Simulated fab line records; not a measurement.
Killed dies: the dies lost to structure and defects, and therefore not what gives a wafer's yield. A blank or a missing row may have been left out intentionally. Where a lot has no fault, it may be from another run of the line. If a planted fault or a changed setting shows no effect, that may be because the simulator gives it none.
Code-filled problem report in 8D (eight disciplines) form + flow sky130 + the parts of the form that need people (team, actions taken, sign-off) are left out

== 1. THE PROBLEM ==
beam-energy-keV at SKY_LDD_LDN_IMPLANT_11 reads a mean of 16.143 on 6 wafers of 2 lots; wafers without a fault read 14.999 with a standard deviation of 0.0044. So: +99 or more standard deviations from the usual mean.
Earliest sighting: wafer L603.1 on implanter-01 at day 25 21:28. The record holds 18 wafers of 6 lots with a number at this step. The rule behind "out" and "out of limits": a value lying over 4 standard deviations away from the usual mean. The other wafers with a number count as sound.

== 2. WHAT IT IS, AND WHAT IT ISN'T ==
| question                    | is                     | is not                                                                         |
|-----------------------------|------------------------|--------------------------------------------------------------------------------|
| which readings at this step | beam-energy-keV        | beam-on-s                                                                      |
| which lots                  | L603, L604             | L601, L602, L612, L615                                                         |
| which wafers of those lots  | all that have a number | -                                                                              |
| read on which tools         | implanter-01           | implanter-04                                                                   |
| when                        | from day 25 21:28      | up to then (3 sound wafers); but 9 sound wafers of L602, L612, L615 came after |

== 3. SUSPECTS, AND WHAT RULES EACH OUT ==
Counting: a tool at any process step up to the reading remains a suspect when it ran all the lots that are out and ran no sound lot after the first of those.
- implanter-01 at SKY_LDD_LDN_IMPLANT_11: ruled out as a lasting fault. Following L603 (day 25 21:28), the first lot on it that is out, the sound lots L612, L615 were run on it.
Left after counting: nothing in the record.

== 4. THE CAUSE (what the simulator had put in) ==
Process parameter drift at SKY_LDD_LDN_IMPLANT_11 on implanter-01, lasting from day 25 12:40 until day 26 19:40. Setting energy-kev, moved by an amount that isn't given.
Counting ruled it out, wrongly.

== 5. THE EFFECT CHAIN, in route order ==
Rows list readings where the struck wafers' mean (over those with a number) sits beyond 3 standard deviations from the usual. Only readings whose record carries a usual standard deviation are examined. hours: median over the lots of the time between each lot's start at the first step of this table that gives one and its start at this step. sigmas: the change, counted in usual standard deviations.
| hours | step                   | reading         | usual  | on struck wafers | change | sigmas      |
|-------|------------------------|-----------------|--------|------------------|--------|-------------|
| 0     | SKY_LDD_LDN_IMPLANT_11 | beam-energy-keV | 14.999 | 16.143           | +1.144 | +99 or more |
Its process steps:
- SKY_LDD_LDN_IMPLANT_11

== 6. WHAT WOULD HAVE CAUGHT IT SOONER ==
In this record the first reading out of limits was taken at day 25 21:28, 9 hours after the fault began at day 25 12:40.
